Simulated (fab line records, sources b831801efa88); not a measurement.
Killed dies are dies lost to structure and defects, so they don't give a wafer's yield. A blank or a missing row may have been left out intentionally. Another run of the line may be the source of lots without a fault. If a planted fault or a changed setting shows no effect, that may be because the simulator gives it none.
fab line records + flow sky130
record:
- lots: 5
- wafers: 15
- last_day: 50
route steps=708 shown VT_ADJUST_HVTR@135 VT_ADJUST_PCH@143 SONOS_TUNNEL@154
lots untouched by any fault: they come from a run of this same line in which no faults occurred
start_h: hours from the record's first day to the start of the lot's first wafer shown + wait_h: how many hours have passed since the lot's step before this one + " identical to the entry in the row above + L1.1+2: several wafers, shown together as one row + - no value, or no start given + * or withheld: withheld + < > ~ a bound
route shown NAME@n: names a module that has steps shown in the file, with the first one's number in the route + usual: mean and standard deviation over wafers with no fault + same: alike in all rows + chamber/n: place in a boat + sites: per-site readings + _std_site: standard deviation of those values + _edge_site: mean of outer sites minus mean of inner sites + radius_mm: how far each site lies from the wafer's centre + mask NAME#n: copy n + behind: the tool/chamber that last shaped the wafer + hold: cause of the lot's hold/its duration in hours/its outcome + device: names the non-switching transistor (n, p or np) + end of line: at the end of the route, the tests of the same wafers + where a step has no rows: the recipe by itself + killed: at the first sort, the dies lost to defects and structure; wafer yield is something else + map: dies across one wafer; x = killed, . = not, _ = none there
set.NAME: the setting that was run; set.NAME@STEP: the one run at that earlier step + model.NAME: the simulator's own value behind a step, which no gauge read
lots seen at some steps along the route; tables by step, rows by wafer
services: when a tool's chamber went out of use (start_h, in hours from the record's first day, below 0 if earlier), for how many hours, and the reason
== steps ==
step: SKY_VT_ADJUST_HVTR_EXPOSE_04
recipe:
- mask_id: HVTRM
- target_cd_nm: 380
- na: 0.6
- source_shape: conventional
- sigma_outer: 0.6
- dose_mj: 150
step: SKY_VT_ADJUST_HVTR_PEB_05
recipe:
- temp_c: withheld
- time_s: *
- resist: NOVOLAK
step: SKY_VT_ADJUST_HVTR_DEVELOP_06
recipe:
- develop_time_s: 60
- dev_temp_c: 23
step: SKY_VT_ADJUST_HVTR_CD_MEAS_07
recipe:
- target_cd_nm: 380
usual:
- cd_nm: 379.5/2.2
| lot.wafer | tool      | chamber | start_h | wait_h | cd_nm |
|-----------|-----------|---------|---------|--------|-------|
| L503.1    | cd_sem-01 | -       | 220.65  | 0.1    | 382.2 |
| L503.3    | "         | -       | "       | "      | 380.3 |
| L503.5    | "         | -       | "       | "      | 381.3 |
| L511.2    | cd_sem-01 | -       | 271.35  | 0.1    | 375.8 |
| L511.3    | "         | -       | "       | "      | 377.0 |
| L511.5    | "         | -       | "       | "      | 375.8 |
| L521.1    | cd_sem-02 | -       | 346.56  | 0.2    | 378.7 |
| L521.5    | "         | -       | "       | "      | 379.9 |
| L521.6    | "         | -       | "       | "      | 377.4 |
| L522.2    | cd_sem-02 | -       | 355.82  | 0.1    | 378.0 |
| L522.5    | "         | -       | "       | "      | 378.0 |
| L522.6    | "         | -       | "       | "      | 378.8 |
| L524.2    | cd_sem-02 | -       | 366.17  | 0.1    | 380.1 |
| L524.3    | "         | -       | "       | "      | 380.3 |
| L524.4    | "         | -       | "       | "      | 381.2 |
step: SKY_VT_ADJUST_HVTR_OVL_MEAS_08
usual:
- VT_ADJUST_HVTR_OVL: 0.4/1.4
| lot.wafer | tool       | chamber | start_h | wait_h | VT_ADJUST_HVTR_OVL[nm] |
|-----------|------------|---------|---------|--------|------------------------|
| L503.1    | overlay-01 | -       | 220.77  | 0.1    | -0.2                   |
| L503.3    | "          | -       | "       | "      | -0.5                   |
| L503.5    | "          | -       | "       | "      | 0.2                    |
| L511.2    | overlay-02 | -       | 271.46  | 0.1    | -0.9                   |
| L511.3    | "          | -       | "       | "      | -0.8                   |
| L511.5    | "          | -       | "       | "      | -1.8                   |
| L521.1    | overlay-01 | -       | 346.68  | 0.1    | 0.2                    |
| L521.5    | "          | -       | "       | "      | 0.7                    |
| L521.6    | "          | -       | "       | "      | -0.6                   |
| L522.2    | overlay-02 | -       | 355.92  | 0.1    | -0.4                   |
| L522.5    | "          | -       | "       | "      | -0.4                   |
| L522.6    | "          | -       | "       | "      | -0.8                   |
| L524.2    | overlay-02 | -       | 366.27  | 0.1    | -0.4                   |
| L524.3    | "          | -       | "       | "      | 0.5                    |
| L524.4    | "          | -       | "       | "      | 1.3                    |
step: SKY_VT_ADJUST_HVTR_IMPLANT_09
recipe:
- species: B
- energy_kev: 10
- dose_cm2: 2.1e+12
- tilt_deg: withheld
step: SKY_VT_ADJUST_HVTR_STRIP_10
recipe:
- chemistry: O2/N2
- power_w: 1400
- pressure_mtorr: 1500
- platen_temp_c: withheld
- o2_flow_sccm: 3000
- n2_flow_sccm: 300
- overash_fraction: 0.5
usual:
- drypump_motor_current_A: 5.7/0.33
- oes_product_au: 0.716/0.0041
- strip_time_to_endpoint_s: 14.18/0.04
| lot.wafer | tool            | chamber | start_h | wait_h | drypump_motor_current_A | oes_product_au | rf_hours_counter_h | strip_time_to_endpoint_s |
|-----------|-----------------|---------|---------|--------|-------------------------|----------------|--------------------|--------------------------|
| L503.1    | plasma_asher-01 | 0       | 220.95  | 0.1    | 6.1                     | 0.718          | 56                 | 14.19                    |
| L503.3    | "               | 0       | "       | "      | 6.1                     | 0.712          | -                  | 14.21                    |
| L503.5    | "               | 1       | "       | "      | 5.9                     | 0.721          | -                  | 14.13                    |
| L511.2    | plasma_asher-03 | 0       | 271.64  | 0.1    | 5.3                     | 0.717          | 43                 | 14.20                    |
| L511.3    | "               | 1       | "       | "      | 5.2                     | 0.714          | -                  | 14.16                    |
| L511.5    | "               | 1       | "       | "      | 5.2                     | 0.719          | -                  | 14.15                    |
| L521.1    | plasma_asher-04 | 0       | 346.87  | 0.1    | 5.7                     | 0.714          | 21                 | 14.28                    |
| L521.5    | "               | 1       | "       | "      | 5.8                     | 0.714          | -                  | 14.22                    |
| L521.6    | "               | 0       | "       | "      | 5.8                     | 0.720          | -                  | 14.26                    |
| L522.2    | plasma_asher-01 | 1       | 356.10  | 0.1    | 5.9                     | 0.716          | 70                 | 14.17                    |
| L522.5    | "               | 0       | "       | "      | 6.1                     | 0.713          | -                  | 14.12                    |
| L522.6    | "               | 1       | "       | "      | 5.9                     | 0.715          | -                  | 14.20                    |
| L524.2    | plasma_asher-04 | 1       | 366.45  | 0.1    | 5.7                     | 0.722          | 24                 | 14.21                    |
| L524.3    | "               | 1       | "       | "      | 5.7                     | 0.713          | -                  | 14.12                    |
| L524.4    | "               | 0       | "       | "      | 5.7                     | 0.716          | -                  | 14.20                    |
step: SKY_VT_ADJUST_HVTR_TW_MEAS_11
usual:
- VT_ADJUST_HVTR_TW: 213.1/1.9
| lot.wafer | tool          | chamber | start_h | wait_h | VT_ADJUST_HVTR_TW |
|-----------|---------------|---------|---------|--------|-------------------|
| L503.1    | film_metro-03 | -       | 221.05  | 0.1    | 215.1             |
| L503.3    | "             | -       | "       | "      | 214.0             |
| L503.5    | "             | -       | "       | "      | 214.5             |
| L511.2    | film_metro-01 | -       | 271.75  | 0.1    | 211.1             |
| L511.3    | "             | -       | "       | "      | 212.5             |
| L511.5    | "             | -       | "       | "      | 212.6             |
| L521.1    | film_metro-02 | -       | 346.97  | 0.1    | 211.9             |
| L521.5    | "             | -       | "       | "      | 210.3             |
| L521.6    | "             | -       | "       | "      | 210.8             |
| L522.2    | film_metro-01 | -       | 356.21  | 0.1    | 211.9             |
| L522.5    | "             | -       | "       | "      | 210.5             |
| L522.6    | "             | -       | "       | "      | 210.8             |
| L524.2    | film_metro-01 | -       | 366.56  | 0.1    | 210.7             |
| L524.3    | "             | -       | "       | "      | 212.1             |
| L524.4    | "             | -       | "       | "      | 211.6             |
step: SKY_VT_ADJUST_PCH_DEHYDRATE_00
recipe:
- temp_c: 200
- time_s: 60
step: SKY_VT_ADJUST_PCH_HMDS_01
recipe:
- prime_time_s: 60
- prime_temp_c: 120
step: SKY_VT_ADJUST_PCH_COAT_02
recipe:
- spin_rpm: 2000
- resist_thk_nm: 3000
step: SKY_VT_ADJUST_PCH_SOFTBAKE_03
recipe:
- temp_c: 110
- time_s: withheld
step: SKY_VT_ADJUST_PCH_EXPOSE_04
recipe:
- mask_id: NWM
- na: 0.6
- source_shape: conventional
- sigma_outer: 0.6
- polarization: unpolarized
- target_cd_nm: 840
- dose_mj: 255
same:
- sigma_outer: 0.6
| lot.wafer  | tool             | chamber | start_h | wait_h | mask    |
|------------|------------------|---------|---------|--------|---------|
| L503.1+3+5 | iline_stepper-01 | 0       | 231.27  | -      | NWM#0   |
| L511.2+3+5 | iline_stepper-02 | 0       | 283.97  | -      | HVTRM#0 |
| L521.1+5+6 | iline_stepper-01 | 0       | 360.59  | -      | NWM#0   |
| L522.2+5+6 | iline_stepper-01 | 0       | 369.83  | -      | NWM#0   |
| L524.2+3+4 | iline_stepper-02 | 0       | 381.19  | -      | NWM#0   |
step: SKY_VT_ADJUST_PCH_PEB_05
recipe:
- temp_c: 115
- time_s: withheld
step: SKY_VT_ADJUST_PCH_DEVELOP_06
recipe:
- wall_angle_deg: 90
- developer: TMAH
- develop_time_s: 60
- dev_temp_c: 23
step: SKY_VT_ADJUST_PCH_OVL_MEAS_07
usual:
- VT_ADJUST_PCH_OVL: -0.4/1.5
| lot.wafer | tool       | chamber | start_h | wait_h | VT_ADJUST_PCH_OVL[nm] |
|-----------|------------|---------|---------|--------|-----------------------|
| L503.1    | overlay-02 | -       | 242.15  | -      | 2.3                   |
| L503.3    | "          | -       | "       | "      | 0.7                   |
| L503.5    | "          | -       | "       | "      | 1.3                   |
| L511.2    | overlay-02 | -       | 296.04  | -      | -                     |
| L511.3    | "          | -       | "       | "      | -                     |
| L511.5    | "          | -       | "       | "      | -                     |
| L521.1    | overlay-02 | -       | 374.14  | -      | -0.5                  |
| L521.5    | "          | -       | "       | "      | -2.0                  |
| L521.6    | "          | -       | "       | "      | -0.9                  |
| L522.2    | overlay-02 | -       | 383.35  | -      | 1.5                   |
| L522.5    | "          | -       | "       | "      | 0.1                   |
| L522.6    | "          | -       | "       | "      | -0.6                  |
| L524.2    | overlay-02 | -       | 394.84  | -      | -0.5                  |
| L524.3    | "          | -       | "       | "      | -0.4                  |
| L524.4    | "          | -       | "       | "      | 1.1                   |
step: SKY_VT_ADJUST_PCH_IMPLANT_08
recipe:
- species: B
- energy_kev: 10
- dose_cm2: 5e+11
- tilt_deg: withheld
step: SKY_VT_ADJUST_PCH_STRIP_09
recipe:
- chemistry: O2/N2
- power_w: 1400
- pressure_mtorr: 1500
- platen_temp_c: withheld
- o2_flow_sccm: 3000
- n2_flow_sccm: 300
- overash_fraction: 0.5
usual:
- drypump_motor_current_A: 5.7/0.37
- oes_product_au: 0.722/0.0052
- strip_time_to_endpoint_s: 36.93/0.11
| lot.wafer | tool            | chamber | start_h | wait_h | drypump_motor_current_A | oes_product_au | rf_hours_counter_h | strip_time_to_endpoint_s |
|-----------|-----------------|---------|---------|--------|-------------------------|----------------|--------------------|--------------------------|
| L503.1    | plasma_asher-04 | 1       | 242.33  | 0.1    | 5.7                     | 0.723          | 11                 | 36.91                    |
| L503.3    | "               | 0       | "       | "      | 5.7                     | 0.723          | -                  | 36.92                    |
| L503.5    | "               | 1       | "       | "      | 5.8                     | 0.719          | -                  | 36.88                    |
| L511.2    | plasma_asher-03 | 1       | 296.22  | 0.1    | 5.2                     | 0.722          | 46                 | 36.96                    |
| L511.3    | "               | 0       | "       | "      | 5.3                     | 0.728          | -                  | 37.01                    |
| L511.5    | "               | 0       | "       | "      | 5.3                     | 0.723          | -                  | 37.00                    |
| L521.1    | plasma_asher-02 | 1       | 374.32  | 0.1    | 6.4                     | 0.729          | 70                 | 36.80                    |
| L521.5    | "               | 0       | "       | "      | 5.7                     | 0.724          | -                  | 36.81                    |
| L521.6    | "               | 1       | "       | "      | 6.4                     | 0.723          | -                  | 36.81                    |
| L522.2    | plasma_asher-02 | 1       | 383.53  | 0.1    | 6.4                     | 0.723          | 71                 | 36.84                    |
| L522.5    | "               | 1       | "       | "      | 6.4                     | 0.722          | -                  | 36.88                    |
| L522.6    | "               | 0       | "       | "      | 5.6                     | 0.718          | -                  | 36.91                    |
| L524.2    | plasma_asher-04 | 1       | 395.02  | 0.1    | 5.8                     | 0.726          | 27                 | 37.07                    |
| L524.3    | "               | 1       | "       | "      | 5.8                     | 0.724          | -                  | 36.92                    |
| L524.4    | "               | 0       | "       | "      | 5.7                     | 0.718          | -                  | 36.93                    |
step: SKY_VT_ADJUST_PCH_TW_MEAS_10
usual:
- VT_ADJUST_PCH_TW: 143.2/0.64
| lot.wafer | tool          | chamber | start_h | wait_h | VT_ADJUST_PCH_TW |
|-----------|---------------|---------|---------|--------|------------------|
| L503.1    | film_metro-02 | -       | 242.43  | 0.1    | 143.0            |
| L503.3    | "             | -       | "       | "      | 143.8            |
| L503.5    | "             | -       | "       | "      | 143.2            |
| L511.2    | film_metro-01 | -       | 296.33  | 0.1    | 29.9             |
| L511.3    | "             | -       | "       | "      | 29.9             |
| L511.5    | "             | -       | "       | "      | 30.1             |
| L521.1    | film_metro-04 | -       | 374.42  | 0.1    | 143.6            |
| L521.5    | "             | -       | "       | "      | 143.9            |
| L521.6    | "             | -       | "       | "      | 144.3            |
| L522.2    | film_metro-04 | -       | 383.64  | 0.1    | 144.3            |
| L522.5    | "             | -       | "       | "      | 143.6            |
| L522.6    | "             | -       | "       | "      | 143.8            |
| L524.2    | film_metro-02 | -       | 395.13  | 0.1    | 143.1            |
| L524.3    | "             | -       | "       | "      | 143.3            |
| L524.4    | "             | -       | "       | "      | 143.0            |
step: SKY_SONOS_TUNNEL_DEHYDRATE_00
recipe:
- temp_c: 200
- time_s: 60
== services ==
| tool             | chamber | start_h | hours | kind   |
|------------------|---------|---------|-------|--------|
| iline_stepper-02 | -       | 232.44  | 4.6   | repair |
| iline_stepper-02 | -       | 269.51  | 4.3   | repair |
| iline_stepper-01 | -       | 276.45  | 1.9   | repair |
| iline_stepper-01 | -       | 340.48  | 1.7   | pm     |
| plasma_asher-03  | -       | 353.51  | 3.6   | repair |
| plasma_asher-03  | -       | 361.39  | 14.6  | pm     |
| iline_stepper-02 | -       | 377.39  | 1.7   | pm     |
| plasma_asher-01  | -       | 387.90  | 1.8   | repair |
== key ==
first_sign:
- step: SKY_VT_ADJUST_PCH_EXPOSE_04
- reading: mask
- direction: changed
effect:
- step: SKY_VT_ADJUST_PCH_OVL_MEAS_07
- reading: VT_ADJUST_PCH_OVL
- direction: missing
effect:
- step: SKY_VT_ADJUST_PCH_TW_MEAS_10
- reading: VT_ADJUST_PCH_TW
- direction: down
- sigmas: 99+
- usual: 143.2
- struck: 29.9
met_at SKY_VT_ADJUST_PCH_EXPOSE_04
struck_wafers L511.2,L511.3,L511.5
sort_left_out L511.2,L511.3,L511.5
tester_left_out L511
fault:
- kind: wrong_mask
- tool: any
- chamber: -
- onset_h: 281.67
- steps: SKY_VT_ADJUST_PCH_EXPOSE_04
- aux_copy: HVTRM#0
- scope: struck_lots_only
tester_left_out: of these lots the tester's yield and bins aren't shown, on N5 and GAA mostly nor the transistor test; their killed dies are dies lost to structure and defects alone, not to doping, threshold or leakage, so they don't give the yield
sort_left_out: the simulated sort isn't trusted on such a fault, so these wafers' sort isn't shown, and their yield isn't known
